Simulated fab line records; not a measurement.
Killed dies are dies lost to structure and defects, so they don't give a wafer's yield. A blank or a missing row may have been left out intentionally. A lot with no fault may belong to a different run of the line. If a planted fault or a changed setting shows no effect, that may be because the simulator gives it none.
Which tool is to blame? | flow gf180mcu | 12 lots with 36 wafers sampled at 4 steps, on a route of 602 steps

## WHAT THE GAUGES SHOWED, per wafer
GF_STI_THK_MEAS_24.
lot  | measured    | on            | STI_CVD_23_THK (nm)
L709 | day 2 04:49 | film-metro-03 | 647 643 648
L710 | day 2 08:36 | film-metro-04 | 657 651 661
L714 | day 3 09:42 | film-metro-01 | 644 648 655
L715 | day 3 16:55 | film-metro-04 | 659 657 649
L717 | day 3 22:37 | film-metro-01 | 652 661 656
L719 | day 4 07:47 | film-metro-04 | 666 662 660
L720 | day 4 14:25 | film-metro-01 | 648 659 653
L724 | day 5 08:41 | film-metro-04 | 658 654 653
L725 | day 5 13:41 | film-metro-01 | 654 652 648
L726 | day 5 19:58 | film-metro-04 | 657 657 660
L727 | day 6 01:08 | film-metro-04 | 650 654 653
L732 | day 7 01:11 | film-metro-03 | 651 653 646

GF_HV_LDD_TW_MEAS_38.
lot  | measured     | on            | HV_LDD_3_TW
L709 | day 11 13:08 | film-metro-02 | 1410 1412 1408
L710 | day 12 07:41 | film-metro-02 | 1419 1418 1419
L714 | day 13 14:58 | film-metro-02 | 1418 1420 1410
L715 | day 14 00:26 | film-metro-04 | 1447 1442 1443
L717 | day 14 07:14 | film-metro-02 | 1401 1405 1410
L719 | day 14 20:46 | film-metro-04 | 1450 1436 1441
L720 | day 15 03:59 | film-metro-02 | 1405 1411 1395
L724 | day 16 10:31 | film-metro-02 | 1421 1420 1414
L725 | day 16 19:17 | film-metro-01 | 1373 1387 1382
L726 | day 17 05:23 | film-metro-01 | 1386 1382 1379
L727 | day 17 08:17 | film-metro-01 | 1433 1442 1440
L732 | day 18 21:27 | film-metro-01 | 1434 1425 1432

GF_HV_LDD_RS_MEAS_53: a four-point-probe measurement.
lot  | measured     | on            | HV_LDD_RS (ohm/sq)
L709 | day 12 09:37 | film-metro-02 | 418.7 420.1 420.2
L710 | day 13 04:00 | film-metro-04 | 417.7 419.5 418.1
L714 | day 14 12:08 | film-metro-04 | 418.0 418.2 417.6
L715 | day 14 21:30 | film-metro-01 | 418.2 417.9 418.0
L717 | day 15 05:14 | film-metro-04 | 418.2 418.0 418.3
L719 | day 15 18:31 | film-metro-01 | 418.8 418.5 417.2
L720 | day 16 02:53 | film-metro-01 | 416.8 417.5 418.1
L724 | day 17 09:17 | film-metro-04 | 417.9 418.4 417.7
L725 | day 17 18:33 | film-metro-04 | 427.2 427.3 427.8
L726 | day 18 04:08 | film-metro-02 | 427.3 427.4 425.9
L727 | day 18 07:17 | film-metro-01 | 419.4 419.4 418.8
L732 | day 19 21:47 | film-metro-04 | 416.8 417.5 417.3

## TOOL THAT RAN EACH LOT (tool first, then ch and the chambers of the sampled wafers, then the start)
lot  | GF_HV_LDD_IMPLANT_34
L709 | implanter-03 ch 0, day 11 12:36
L710 | implanter-01 ch 0, day 12 07:10
L714 | implanter-03 ch 0, day 13 14:25
L715 | implanter-04 ch 0, day 13 23:55
L717 | implanter-04 ch 0, day 14 06:41
L719 | implanter-01 ch 0, day 14 20:13
L720 | implanter-01 ch 0, day 15 03:28
L724 | implanter-01 ch 0, day 16 09:58
L725 | implanter-04 ch 0, day 16 18:44
L726 | implanter-04 ch 0, day 17 04:50
L727 | implanter-03 ch 0, day 17 07:46
L732 | implanter-01 ch 0, day 18 20:53
- GF_HV_LDD_IMPLANT_34

## AS READ BY THE TOOLS THEMSELVES (means over the sampled wafers that have a number; for cases with no such wafer, the mark the record gives instead)
GF_HV_LDD_IMPLANT_34.
lot  | tool         | beam-on-s (s) | dose-ions-cm2 | faraday-current-uA
L709 | implanter-03 | 10.09         | 7.5e+12       | 42.0
L710 | implanter-01 | 9.90          | 7.5e+12       | 42.7
L714 | implanter-03 | 9.96          | 7.5e+12       | 42.5
L715 | implanter-04 | 9.85          | 7.5e+12       | 42.9
L717 | implanter-04 | 10.14         | 7.5e+12       | 41.7
L719 | implanter-01 | 9.86          | 7.5e+12       | 42.9
L720 | implanter-01 | 9.90          | 7.5e+12       | 42.7
L724 | implanter-01 | 10.30         | 7.5e+12       | 41.0
L725 | implanter-04 | 10.03         | 4.2e+12       | 23.4
L726 | implanter-04 | 9.75          | 4.2e+12       | 24.2
L727 | implanter-03 | 10.16         | 7.5e+12       | 41.7
L732 | implanter-01 | 9.87          | 7.5e+12       | 42.8

## THE ANSWER, worked out from the rows above alone
Rule: what is usual is taken from the lots themselves. Put in order of their means at a reading, lots are off if they are a third of the lots or fewer, leave a main group of 4 or more, and stand apart from it by a gap of 3 or more times the standard deviation of the main group's means; of several such gaps the widest counts. Not used: any main group whose means are identical at the precision the tables above print for the reading. A lot without any number at a reading at which 4 lots or more have one is off too. All remaining lots with rows at the step are treated as sound. After the gauges, taken in route order, come the tools' own readings; for these a lot's mean is taken, as printed above. At the first step where some lot is off, the reading lying furthest off is the one used; lots without a number count as furthest.
Off: L725, L726, seen at GF_HV_LDD_RS_MEAS_53 (HV_LDD_RS). The main group: mean 418.2 ohm/sq, standard deviation 0.7.
A tool fits if, at a process step before that reading, it ran every lot that is off, and no sound lot after the first of them. The gauges at GF_HV_LDD_RS_MEAS_53 aren't tried: what is off there is off at GF_HV_LDD_IMPLANT_34 too, on other tools, and a gauge's error can't cause that. One fits: implanter-04 at GF_HV_LDD_IMPLANT_34. A fault onset in the window from L717 (day 14 06:41, its last sound lot) to L725 (day 16 18:44, its first lot off) fits.
The tool's own readings at GF_HV_LDD_IMPLANT_34 bear it out: on the lots that are off they differ by more than 5 times the standard deviation of the sound lots' means. dose-ions-cm2 reads 4.2e+12 there against 7.5e+12 on the sound lots; faraday-current-uA reads 23.8 there against 42.3 on the sound lots.

## WHAT THE SIMULATOR HAD INSERTED
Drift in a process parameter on implanter-04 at GF_HV_LDD_IMPLANT_34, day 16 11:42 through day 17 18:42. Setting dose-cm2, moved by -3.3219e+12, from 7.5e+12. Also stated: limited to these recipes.
Lots struck among those shown: L725, L726. The same result came from the rule above.
